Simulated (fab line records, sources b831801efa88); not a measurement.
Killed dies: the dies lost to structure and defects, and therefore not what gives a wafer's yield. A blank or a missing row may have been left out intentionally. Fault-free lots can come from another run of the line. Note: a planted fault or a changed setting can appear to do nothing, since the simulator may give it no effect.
fab line records    flow sky130
[record] lots = 6  wafers = 18  last_day = 50
route steps=708 shown LDD_LDN@298 SPACER@304 POLY_CUT@307 SD_P@320 PAD_OPEN@708
lots that met no fault: from a run of the same line without faults
start_h: hours from the record's opening day to when the first of the lot's shown wafers began    wait_h: hours from the lot's prior step to this one    " as in the row above    L1.1+2: several wafers, shown together as one row    - no value, or no start given    * or withheld: withheld    < > ~ a bound
route shown NAME@n: names a module that has steps shown in the file, with the first one's number in the route    usual: the fault-free wafers' mean and standard deviation    same: alike in all rows    chamber/n: place in a boat    sites: per-site readings    _std_site: the standard deviation of these    _edge_site: mean of outer sites minus mean of inner sites    radius_mm: for every site, how far away it sits from the centre of the wafer    mask NAME#n: copy n    behind: the last tool/chamber to shape the wafer    hold: why the lot was held/for how many hours/how that ended    device: the n, p or np transistor that did not switch    end of line: tests of these same wafers at the route's end    where a step has no rows: the recipe by itself    killed: dies lost to structure and defects at the first sort, not the wafer's yield    map: shows each die of a wafer: x if killed, . if not, _ if none is there
set.NAME: the run value of the setting; set.NAME@STEP: its run value at that earlier step    model.NAME: the simulator's own value behind a step, which no gauge read
certain route steps with their lots: each step a table, each wafer a row
services: the hour from which a tool's chamber was out of use, counted from the record's first day as start_h (under 0 if before that day), plus the number of hours and why
[[steps]]
[step SKY_LDD_LDN_IMPLANT_09]
[recipe] species = As  energy_kev = 15  dose_cm2 = 1.25e+13  tilt_deg = withheld  rotation_deg = 113
[step SKY_LDD_LDN_IMPLANT_10]
[recipe] species = As  energy_kev = 15  dose_cm2 = 1.25e+13  tilt_deg = withheld  rotation_deg = 203
[step SKY_LDD_LDN_IMPLANT_11]
[recipe] species = As  energy_kev = 15  dose_cm2 = 1.25e+13  tilt_deg = withheld  rotation_deg = 293
[step SKY_LDD_LDN_STRIP_12]
[recipe] chemistry = O2/N2  power_w = 1400  pressure_mtorr = 1500  platen_temp_c = withheld  o2_flow_sccm = 3000  n2_flow_sccm = 300  overash_fraction = 0.5
[usual] drypump_motor_current_A = 5.7/0.57  o2_flow_sccm = 3000/7.9  oes_product_au = 0.715/0.0049  strip_time_to_endpoint_s = 14.17/0.034
lot.wafer  tool             chamber  start_h  wait_h  drypump_motor_current_A  o2_flow_sccm  oes_product_au  rf_hours_counter_h  strip_time_to_endpoint_s
L381.1     plasma_asher-01  0        568.24   0.1     5.8                      3011          0.719           14                  14.17
L381.5     "                1        "        "       4.9                      3000          0.718           -                   14.20
L381.6     "                0        "        "       5.8                      3002          0.719           -                   14.15
L384.1     plasma_asher-02  1        587.21   0.2     5.7                      2991          0.719           48                  14.20
L384.3     "                0        "        "       6.6                      2999          0.718           -                   14.16
L384.4     "                1        "        "       5.7                      3001          0.715           -                   14.17
L398.3     plasma_asher-01  1        682.18   0.1     4.9                      3000          0.725           -                   14.13
L398.5     "                1        "        "       4.9                      3000          0.724           -                   14.17
L398.6     "                0        "        "       5.8                      2999          0.710           -                   14.19
L399.2     plasma_asher-03  0        692.00   0.1     6.2                      3006          0.724           95                  14.13
L399.4     "                0        "        "       6.2                      3001          0.715           -                   14.12
L399.5     "                1        "        "       5.6                      3000          0.711           -                   14.15
L402.1     plasma_asher-02  1        702.50   0.1     5.7                      2993          0.716           58                  14.17
L402.2     "                0        "        "       6.7                      2984          0.715           58                  14.16
L402.3     "                0        "        "       6.7                      3005          0.724           -                   14.18
L403.1     plasma_asher-02  1        707.94   0.1     5.7                      3002          0.708           58                  14.15
L403.4     "                1        "        "       5.7                      2998          0.714           -                   14.14
L403.5     "                1        "        "       5.7                      3012          0.721           -                   14.14
[step SKY_LDD_LDN_TW_MEAS_13]
[usual] LDD_LDN_TW = 1453/11
lot.wafer  tool           chamber  start_h  wait_h  LDD_LDN_TW
L381.1     film_metro-03  -        568.34   0.1     1454
L381.5     "              -        "        "       1454
L381.6     "              -        "        "       1455
L384.1     film_metro-03  -        587.31   0.1     1463
L384.3     "              -        "        "       1455
L384.4     "              -        "        "       1452
L398.3     film_metro-04  -        682.27   0.1     1447
L398.5     "              -        "        "       1441
L398.6     "              -        "        "       1444
L399.2     film_metro-03  -        692.11   0.1     1461
L399.4     "              -        "        "       1463
L399.5     "              -        "        "       1470
L402.1     film_metro-04  -        702.60   0.1     1452
L402.2     "              -        "        "       1444
L402.3     "              -        "        "       1452
L403.1     film_metro-03  -        708.04   0.1     1453
L403.4     "              -        "        "       1461
L403.5     "              -        "        "       1457
[step SKY_LDD_LDN_CLEAN_14]
[recipe] chemistry = SC1/SC2  mix = 1:4:20  temp_c = 70  time_s = 150  dry = n2_spin
[step SKY_SPACER_CVD_00]
[recipe] material = Si3N4  precursor = DCS/NH3  target_thk_nm = 43.1  temp_c = 770  time_s = 740  pressure_mtorr = 250
[step SKY_SPACER_THK_MEAS_01]
[recipe] reads = Si3N4_of_SPACER_CVD_00
[usual] SPACER_CVD_00_THK = 43.2/0.42
lot.wafer  tool           chamber  start_h  wait_h  SPACER_CVD_00_THK[nm]
L381.1     film_metro-01  -        570.67   0.0     44.2
L381.5     "              -        "        "       43.8
L381.6     "              -        "        "       43.6
L384.1     film_metro-01  -        589.77   0.0     43.0
L384.3     "              -        "        "       42.9
L384.4     "              -        "        "       42.9
L398.3     film_metro-04  -        683.59   0.0     42.8
L398.5     "              -        "        "       42.6
L398.6     "              -        "        "       43.2
L399.2     film_metro-03  -        693.43   0.0     43.8
L399.4     "              -        "        "       43.4
L399.5     "              -        "        "       43.8
L402.1     film_metro-01  -        703.91   0.0     43.2
L402.2     "              -        "        "       43.1
L402.3     "              -        "        "       43.2
L403.1     film_metro-01  -        711.58   0.0     43.1
L403.4     "              -        "        "       42.8
L403.5     "              -        "        "       42.8
[step SKY_SPACER_ETCHBACK_02]
[recipe] chemistry = CH3F/O2  target = Si3N4  stop_on = SiO2  source_w = 400  bias_w = 80  pressure_mtorr = 25  ch3f_flow_sccm = 40  O2_flow_sccm = 30  time_s = 46.7  target_depth_a = 450
[usual] ch3f_flow_sccm = 39.99/0.11  drypump_motor_current_A = 5.7/0.42  oes_product_au = 0.856/0.0063  throttle_valve_pct = 10.563/0.0088
lot.wafer  tool         chamber  start_h  wait_h  ch3f_flow_sccm  drypump_motor_current_A  oes_product_au  rf_hours_counter_h  throttle_valve_pct
L381.1     rie_diel-02  1        570.73   0.1     39.97           6.5                      0.862           6                   10.566
L381.5     "            0        "        "       40.03           5.4                      0.861           -                   10.557
L381.6     "            1        "        "       39.89           6.5                      0.858           -                   10.569
L384.1     rie_diel-02  3        589.83   0.1     39.81           5.2                      0.855           2                   10.567
L384.3     "            0        "        "       40.18           5.4                      0.853           51                  10.571
L384.4     "            1        "        "       40.13           6.5                      0.858           6                   10.560
L398.3     rie_diel-03  2        683.63   0.0     39.88           5.7                      0.854           1                   10.568
L398.5     "            1        "        "       39.93           5.5                      0.854           -                   10.558
L398.6     "            0        "        "       39.86           6.0                      0.849           -                   10.569
L399.2     rie_diel-03  1        693.48   0.0     39.98           5.5                      0.860           6                   10.555
L399.4     "            0        "        "       40.09           6.0                      0.860           28                  10.568
L399.5     "            1        "        "       40.11           5.5                      0.865           -                   10.551
L402.1     rie_diel-01  0        703.97   0.1     39.77           5.4                      0.858           10                  10.555
L402.2     "            1        "        "       39.97           6.2                      0.861           20                  10.569
L402.3     "            2        "        "       39.98           5.9                      0.851           7                   10.567
L403.1     rie_diel-03  2        711.64   0.1     40.01           5.6                      0.857           2                   10.562
L403.4     "            1        "        "       40.30           5.6                      0.849           7                   10.558
L403.5     "            2        "        "       39.93           5.7                      0.845           -                   10.554
[step SKY_POLY_CUT_DEHYDRATE_00]
[recipe] temp_c = 200  time_s = 60
[step SKY_POLY_CUT_HMDS_01]
[recipe] prime_time_s = 60  prime_temp_c = 120
[step SKY_POLY_CUT_COAT_02]
[recipe] resist = BARC  temp_c = withheld  time_s = withheld  spin_rpm = 3000  resist_thk_nm = 60
[step SKY_POLY_CUT_COAT_03]
[recipe] resist = KrF-thick  spin_rpm = 3000  resist_thk_nm = 450
[usual] dispense_pressure_kPa = 47.0/2.3
lot.wafer  tool            chamber  start_h  wait_h  dispense_pressure_kPa  model.KrF-thick_of_POLY_CUT_COAT_03.thk_nm
L381.1     litho_track-03  0        585      -       45.6                   448.7
L381.5     "               0        "        "       45.6                   449.8
L381.6     "               0        "        "       45.6                   448.8
L384.1     litho_track-02  0        603      -       46.0                   450.1
L384.3     "               0        "        "       46.0                   448.6
L384.4     "               0        "        "       45.9                   449.6
L398.3     litho_track-03  0        697      -       45.6                   438.2
L398.5     "               0        "        "       45.6                   450.2
L398.6     "               0        "        "       45.6                   448.9
L399.2     litho_track-03  0        706      -       45.6                   451.5
L399.4     "               0        "        "       45.6                   439
L399.5     "               0        "        "       45.6                   450.8
L402.1     litho_track-02  0        717      -       45.9                   450.5
L402.2     "               0        "        "       46.0                   450.6
L402.3     "               0        "        "       46.0                   450
L403.1     litho_track-01  0        725      -       51.0                   449.6
L403.4     "               0        "        "       51.0                   451.2
L403.5     "               0        "        "       51.0                   450
[step SKY_POLY_CUT_SOFTBAKE_04]
[recipe] temp_c = 100  time_s = 90  resist = KrF-thick
[step SKY_POLY_CUT_EXPOSE_05]
[recipe] mask_id = NPCM  na = 0.8  source_shape = annular  sigma_inner = 0.55  sigma_outer = 0.85  target_cd_nm = 270  dose_mj = 32
[step SKY_POLY_CUT_PEB_06]
[recipe] peb_temp_c = withheld  peb_time_s = withheld  resist = KrF-thick
[step SKY_POLY_CUT_DEVELOP_07]
[recipe] develop_time_s = 60  resist = KrF-thick  dev_temp_c = 21
[step SKY_POLY_CUT_CD_MEAS_08]
[recipe] target_cd_nm = 270
[usual] cd_nm = 270.1/1.4
lot.wafer  tool       chamber  start_h  wait_h  cd_nm
L381.1     cd_sem-01  -        600.16   -       270.6
L381.5     "          -        "        "       270.0
L381.6     "          -        "        "       270.6
L384.1     cd_sem-02  -        619.32   -       270.1
L384.3     "          -        "        "       271.2
L384.4     "          -        "        "       269.7
L398.3     cd_sem-02  -        711.68   -       270.8
L398.5     "          -        "        "       268.9
L398.6     "          -        "        "       269.3
L399.2     cd_sem-02  -        720.39   -       269.1
L399.4     "          -        "        "       270.6
L399.5     "          -        "        "       270.6
L402.1     cd_sem-02  -        730.87   -       271.3
L402.2     "          -        "        "       271.1
L402.3     "          -        "        "       271.5
L403.1     cd_sem-02  -        739.61   -       269.0
L403.4     "          -        "        "       269.0
L403.5     "          -        "        "       269.5
[step SKY_POLY_CUT_OVL_MEAS_09]
[usual] POLY_CUT_OVL = 2/4.6
lot.wafer  tool        chamber  start_h  wait_h  POLY_CUT_OVL[nm]
L381.1     overlay-01  -        600.28   0.1     0
L381.5     "           -        "        "       -1
L381.6     "           -        "        "       -1
L384.1     overlay-01  -        619.44   0.1     4
L384.3     "           -        "        "       16
L384.4     "           -        "        "       3
L398.3     overlay-02  -        711.77   0.1     -3
L398.5     "           -        "        "       1
L398.6     "           -        "        "       2
L399.2     overlay-02  -        720.49   0.1     0
L399.4     "           -        "        "       7
L399.5     "           -        "        "       0
L402.1     overlay-02  -        730.99   0.1     1
L402.2     "           -        "        "       6
L402.3     "           -        "        "       4
L403.1     overlay-02  -        739.73   0.1     -2
L403.4     "           -        "        "       -1
L403.5     "           -        "        "       -1
[step SKY_POLY_CUT_ETCH_10]
[recipe] chemistry = N2/H2  target = BARC  ion_energy_ev = 200  source_w = 500  bias_w = 100  pressure_mtorr = 30  n2_flow_sccm = 100  h2_flow_sccm = 200  stop_on = SiO2  time_s = 45.9  target_depth_a = 600
[usual] drypump_motor_current_A = 5.70/0.3  oes_product_au = 0.854/0.0046  throttle_valve_pct = 13.226/0.0091
lot.wafer  tool         chamber  start_h  wait_h  drypump_motor_current_A  oes_product_au  rf_hours_counter_h  throttle_valve_pct  model.KrF-thick_of_POLY_CUT_COAT_03.thk_nm
L381.1     rie_diel-04  1        600.31   0.0     6.03                     0.849           7                   13.217              406.4
L381.5     "            0        "        "       5.82                     0.854           -                   13.214              407.9
L381.6     "            1        "        "       6.03                     0.849           -                   13.233              406.6
L384.1     rie_diel-03  2        619.47   0.0     5.69                     0.861           0                   13.233              408.3
L384.3     "            0        "        "       6.00                     0.854           26                  13.238              406.6
L384.4     "            1        "        "       5.49                     0.854           4                   13.223              407.3
L398.3     rie_diel-04  1        711.80   0.0     6.06                     0.849           9                   13.238              396.1
L398.5     "            0        "        "       5.83                     0.852           -                   13.235              408.4
L398.6     "            2        "        "       5.59                     0.854           -                   13.228              407.2
L399.2     rie_diel-04  0        720.52   0.0     5.85                     0.856           20                  13.229              409.9
L399.4     "            2        "        "       5.64                     0.852           -                   13.235              397.3
L399.5     "            0        "        "       5.81                     0.855           -                   13.229              409
L402.1     rie_diel-02  1        731.02   0.0     6.47                     0.861           9                   13.229              408.7
L402.2     "            2        "        "       5.16                     0.853           13                  13.219              408.5
L402.3     "            0        "        "       5.37                     0.852           0                   13.241              407.1
L403.1     rie_diel-03  1        739.76   0.0     5.55                     0.862           7                   13.219              407.4
L403.4     "            0        "        "       6.02                     0.853           29                  13.217              409.4
L403.5     "            2        "        "       5.66                     0.847           -                   13.220              408.4
[step SKY_POLY_CUT_ETCH_11]
[recipe] target = Si3N4  chemistry = CF4/CH2F2/Ar  stop_on = poly-Si  source_w = 600  bias_w = 150  pressure_mtorr = 40  cf4_flow_sccm = 40  ch2f2_flow_sccm = 20  Ar_flow_sccm = 150  time_s = 42.5  target_depth_a = 600
[usual] drypump_motor_current_A = 5.70/0.29  mfc_ar_sccm = 150.0/0.46  oes_product_au = 0.830/0.0063  throttle_valve_pct = 14.993/0.0095
lot.wafer  tool         chamber  start_h  wait_h  drypump_motor_current_A  mfc_ar_sccm  oes_product_au  rf_hours_counter_h  throttle_valve_pct
L381.1     rie_diel-04  1        600.35   0.0     6.05                     149.9        0.828           7                   14.994
L381.5     "            0        "        "       5.82                     149.8        0.826           -                   14.977
L381.6     "            1        "        "       6.07                     150.4        0.837           -                   15.001
L384.1     rie_diel-03  2        619.52   0.0     5.66                     150.3        0.827           0                   14.996
L384.3     "            0        "        "       6.01                     150.4        0.831           26                  14.978
L384.4     "            1        "        "       5.52                     150.1        0.838           4                   14.988
L398.3     rie_diel-04  1        711.84   0.0     6.05                     149.6        0.834           9                   14.987
L398.5     "            0        "        "       5.81                     150.7        0.828           -                   14.998
L398.6     "            2        "        "       5.55                     151.1        0.829           -                   14.990
L399.2     rie_diel-04  0        720.57   0.0     5.83                     150.5        0.828           20                  14.985
L399.4     "            2        "        "       5.63                     150.0        0.836           -                   14.991
L399.5     "            0        "        "       5.82                     149.9        0.826           -                   14.995
L402.1     rie_diel-02  1        731.07   0.0     6.46                     150.1        0.828           9                   14.993
L402.2     "            2        "        "       5.16                     149.6        0.838           13                  15.001
L402.3     "            0        "        "       5.38                     150.8        0.837           0                   15.003
L403.1     rie_diel-03  1        739.80   0.0     5.55                     149.7        0.816           7                   14.987
L403.4     "            0        "        "       5.99                     149.1        0.816           29                  15.007
L403.5     "            2        "        "       5.66                     150.6        0.830           -                   15.005
[step SKY_POLY_CUT_STRIP_12]
[recipe] chemistry = O2/N2  power_w = 1400  pressure_mtorr = 1500  platen_temp_c = withheld  o2_flow_sccm = 3000  n2_flow_sccm = 300  overash_fraction = 0.5
[usual] drypump_motor_current_A = 5.8/0.54  o2_flow_sccm = 3001/8.6  oes_product_au = 0.453/0.0046  strip_time_to_endpoint_s = 5.353/0.013
lot.wafer  tool             chamber  start_h  wait_h  drypump_motor_current_A  o2_flow_sccm  oes_product_au  rf_hours_counter_h  strip_time_to_endpoint_s
L381.1     plasma_asher-02  0        600.40   0.0     6.7                      2999          0.450           50                  5.328
L381.5     "                1        "        "       5.7                      3019          0.458           -                   5.344
L381.6     "                0        "        "       6.7                      2990          0.454           -                   5.320
L384.1     plasma_asher-02  1        619.56   0.0     5.7                      3005          0.455           52                  5.356
L384.3     "                0        "        "       6.7                      3006          0.450           -                   5.333
L384.4     "                1        "        "       5.7                      2998          0.450           -                   5.347
L398.3     plasma_asher-02  0        711.91   0.1     6.7                      3012          0.450           -                   5.249
L398.5     "                1        "        "       5.7                      2995          0.452           -                   5.367
L398.6     "                0        "        "       6.7                      3012          0.455           -                   5.365
L399.2     plasma_asher-04  0        720.61   0.0     5.0                      2997          0.446           90                  5.363
L399.4     "                0        "        "       5.0                      2990          0.450           -                   5.255
L399.5     "                0        "        "       5.0                      2987          0.456           -                   5.370
L402.1     plasma_asher-04  0        731.11   0.0     5.0                      3011          0.453           91                  5.361
L402.2     "                1        "        "       5.9                      2994          0.454           91                  5.369
L402.3     "                0        "        "       5.0                      3004          0.450           -                   5.344
L403.1     plasma_asher-02  0        739.84   0.0     6.7                      2998          0.457           62                  5.347
L403.4     "                0        "        "       6.7                      3009          0.446           -                   5.370
L403.5     "                1        "        "       5.7                      2996          0.444           -                   5.347
[step SKY_SD_P_DEHYDRATE_00]
[recipe] temp_c = 200  time_s = 60
[step SKY_PAD_OPEN_PROBE_99]
[usual] killed_at_M0_to_M3 = 44/6.5  killed_at_M4_up = 3.3/1.9  killed_at_contacts = 24/5.3  killed_at_front_end = 15/4.5  killed_at_other = 0.3/0.58  killed_dies = 87/9.3  killed_on_rim = 17/4.2  killed_open = 48/6.6  killed_short = 39/6.1
[same] gross_dies = 492  killed_at_back_side = 0
lot.wafer  tool       chamber  start_h  wait_h  killed_at_M0_to_M3  killed_at_M4_up  killed_at_contacts  killed_at_front_end  killed_at_other  killed_dies  killed_on_rim  killed_open  killed_short
L381.1     prober-01  -        1104.73  0.1     37                  4                30                  17                   0                88           21             56           32
L381.5     prober-01  -        1104.93  0.2     55                  2                17                  14                   0                88           23             55           33
L381.6     prober-01  -        1104.98  0.2     43                  3                23                  16                   0                85           23             44           41
L384.1     prober-02  -        1118.09  0.1     35                  4                21                  13                   0                73           13             41           32
L384.3     prober-02  -        1118.19  0.2     49                  2                16                  18                   0                85           17             51           34
L384.4     prober-02  -        1118.24  0.2     45                  3                28                  16                   0                92           19             50           42
L398.3     prober-02  -        1177.85  0.2     41                  4                36                  11                   0                92           14             44           48
L398.5     prober-02  -        1177.95  0.2     36                  3                24                  21                   3                87           18             49           38
L398.6     prober-02  -        1178.00  0.2     47                  5                27                  9                    1                89           18             48           41
L399.2     prober-01  -        1184.02  0.1     39                  2                36                  17                   0                94           19             63           31
L399.4     prober-01  -        1184.12  0.2     39                  4                33                  13                   2                91           11             48           43
L399.5     prober-01  -        1184.17  0.2     40                  2                22                  13                   0                77           12             51           26
L403.1     prober-02  -        1193.90  0.1     50                  7                24                  11                   1                93           21             54           39
L403.4     prober-02  -        1194.05  0.2     44                  6                33                  14                   0                97           19             52           45
L403.5     prober-02  -        1194.10  0.2     48                  2                29                  11                   2                92           17             52           40
// killed by level:class
L381.1 LI_CONTACT:geometric_particle:open=12 VIA1:geometric_particle:open=11 CONTACT:geometric_particle:short=9 FIELD_ISO:geometric_particle:short=7 CONTACT:geometric_particle:open=6 VIA2:geometric_particle:open=6 VIA3:geometric_particle:open=6 FIELD_ISO:geometric_particle:open=5
L381.5 VIA1:geometric_particle:open=11 CONTACT:geometric_particle:open=9 METAL1:geometric_particle:short=9 VIA2:geometric_particle:open=7 VIA3:geometric_particle:open=7 METAL2:geometric_particle:short=5 LI_CONTACT:geometric_particle:open=4 METAL1:geometric_particle:open=4
L381.6 VIA3:geometric_particle:open=9 CONTACT:geometric_particle:open=8 FIELD_ISO:geometric_particle:short=7 VIA1:geometric_particle:open=7 VIA2:geometric_particle:open=7 FIELD_ISO:geometric_particle:open=6 LOCAL_INTERCONNECT:geometric_particle:short=5 VIA1:geometric_particle:short=5
L384.1 VIA1:geometric_particle:open=13 VIA2:geometric_particle:open=6 FIELD_ISO:geometric_particle:open=5 LI_CONTACT:geometric_particle:open=5 LOCAL_INTERCONNECT:geometric_particle:short=5 CONTACT:geometric_particle:short=5 METAL1:geometric_particle:short=5 CONTACT:geometric_particle:open=4
L384.3 VIA1:geometric_particle:open=15 FIELD_ISO:geometric_particle:short=9 VIA2:geometric_particle:open=9 CONTACT:geometric_particle:open=7 FIELD_ISO:geometric_particle:open=5 VIA3:geometric_particle:open=5 LI_CONTACT:geometric_particle:open=4 LOCAL_INTERCONNECT:geometric_particle:short=4
L384.4 CONTACT:geometric_particle:open=9 VIA1:geometric_particle:open=9 FIELD_ISO:geometric_particle:short=8 LI_CONTACT:geometric_particle:open=8 METAL2:geometric_particle:short=7 LOCAL_INTERCONNECT:geometric_particle:short=7 VIA3:geometric_particle:open=7 METAL1:geometric_particle:short=4
L398.3 LOCAL_INTERCONNECT:geometric_particle:short=13 VIA3:geometric_particle:open=8 LI_CONTACT:geometric_particle:open=7 CONTACT:geometric_particle:open=7 CONTACT:geometric_particle:short=6 VIA2:geometric_particle:open=5 VIA1:geometric_particle:open=5 VIA1:geometric_particle:short=5
L398.5 POLY_GATE:geometric_particle:short=9 LI_CONTACT:geometric_particle:open=9 VIA1:geometric_particle:open=8 CONTACT:geometric_particle:open=8 VIA1:geometric_particle:short=6 VIA2:geometric_particle:open=6 FIELD_ISO:geometric_particle:open=5 METAL2:geometric_particle:short=5
L398.6 VIA1:geometric_particle:open=12 CONTACT:geometric_particle:open=11 VIA3:geometric_particle:open=7 METAL1:geometric_particle:short=6 VIA1:geometric_particle:short=6 METAL2:geometric_particle:short=5 METAL4:geometric_particle:short=5 LI_CONTACT:geometric_particle:short=4
L399.2 CONTACT:geometric_particle:open=20 VIA1:geometric_particle:open=11 FIELD_ISO:geometric_particle:open=7 VIA3:geometric_particle:open=6 LI_CONTACT:geometric_particle:open=6 VIA2:geometric_particle:open=6 CONTACT:geometric_particle:short=5 POLY_GATE:geometric_particle:open=4
L399.4 CONTACT:geometric_particle:open=18 VIA1:geometric_particle:open=8 VIA2:geometric_particle:open=8 LI_CONTACT:geometric_particle:open=5 VIA3:geometric_particle:open=5 FIELD_ISO:geometric_particle:short=4 LOCAL_INTERCONNECT:geometric_particle:short=4 CONTACT:geometric_particle:short=4
L399.5 VIA1:geometric_particle:open=10 CONTACT:geometric_particle:open=9 FIELD_ISO:geometric_particle:open=7 LI_CONTACT:geometric_particle:open=6 VIA1:geometric_particle:short=6 VIA3:geometric_particle:open=6 METAL1:geometric_particle:open=5 VIA2:geometric_particle:open=5
L403.1 VIA1:geometric_particle:open=10 METAL1:geometric_particle:short=8 LI_CONTACT:geometric_particle:open=8 VIA2:geometric_particle:open=8 CONTACT:geometric_particle:open=7 VIA1:geometric_particle:short=7 CONTACT:geometric_particle:short=7 VIA3:geometric_particle:open=6
L403.4 CONTACT:geometric_particle:open=14 VIA1:geometric_particle:open=12 METAL2:geometric_particle:short=8 POLY_GATE:geometric_particle:short=6 LOCAL_INTERCONNECT:geometric_particle:short=6 VIA2:geometric_particle:open=6 METAL3:geometric_particle:short=5 LI_CONTACT:geometric_particle:short=5
L403.5 VIA1:geometric_particle:open=17 CONTACT:geometric_particle:open=16 CONTACT:geometric_particle:short=6 VIA2:geometric_particle:open=6 METAL1:geometric_particle:short=5 VIA1:geometric_particle:short=5 METAL3:geometric_particle:short=5 FIELD_ISO:geometric_particle:short=4
[[services]]
tool             chamber  start_h  hours  kind
rie_diel-01      3        546.72   15.1   repair
plasma_asher-03  -        547.99   54.4   pm
rie_diel-01      2        568.86   2.9    repair
rie_diel-02      2        576.73   7.0    repair
rie_diel-01      0        589.50   2.1    repair
rie_diel-03      2        592.56   -      clean
rie_diel-03      2        592.56   22.9   scheduled_down
rie_diel-02      -        596.53   15.6   pm
plasma_asher-04  -        599.26   4.6    repair
plasma_asher-02  -        605.16   0.5    repair
plasma_asher-04  -        613.08   0.8    repair
rie_diel-01      -        615.24   14.6   pm
plasma_asher-02  -        621.26   28.1   pm
rie_diel-01      0        651.01   2.9    repair
rie_diel-02      0        670.39   4.3    repair
plasma_asher-03  -        679.06   3.1    repair
plasma_asher-02  -        692.86   2.8    pm
rie_diel-04      3        694.70   8.5    repair
rie_diel-04      0        702.39   3.8    repair
rie_diel-01      3        705.32   14.8   repair
plasma_asher-03  -        726.85   3.9    repair
plasma_asher-03  -        733.75   9.0    pm
plasma_asher-03  -        738.77   3.7    repair
rie_diel-04      2        739.08   7.0    repair
[[key]]
[first_sign] step = SKY_POLY_CUT_STRIP_12  reading = strip_time_to_endpoint_s  direction = down  sigmas = 7.6  usual = *  struck = *
effect none on later readings
[model_effect] step = SKY_POLY_CUT_COAT_03  value = KrF-thick_of_POLY_CUT_COAT_03.thk_nm  without = 449.9  struck = 438.6
[model_effect] step = SKY_POLY_CUT_ETCH_10  value = KrF-thick_of_POLY_CUT_COAT_03.thk_nm  without = 408  struck = 396.7
met_at SKY_POLY_CUT_COAT_03
struck_wafers L398.3,L399.4
tester_left_out L398,L399
onset_between 585 697
[fault] kind = process_parameter_drift  tool = litho_track-03  chamber = -  onset_h = 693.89  steps = SKY_POLY_CUT_COAT_03  channel = resist_thk_nm  offset = -11.297  shape = step  end_h = 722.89  scope = struck_wafers_only  acts_in = these_recipes_only  stated = 450
// tester_left_out: of these lots the tester's yield and bins aren't shown, on N5 and GAA mostly nor the transistor test; their killed dies are dies lost to structure and defects alone, not to doping, threshold or leakage, so they don't give the yield
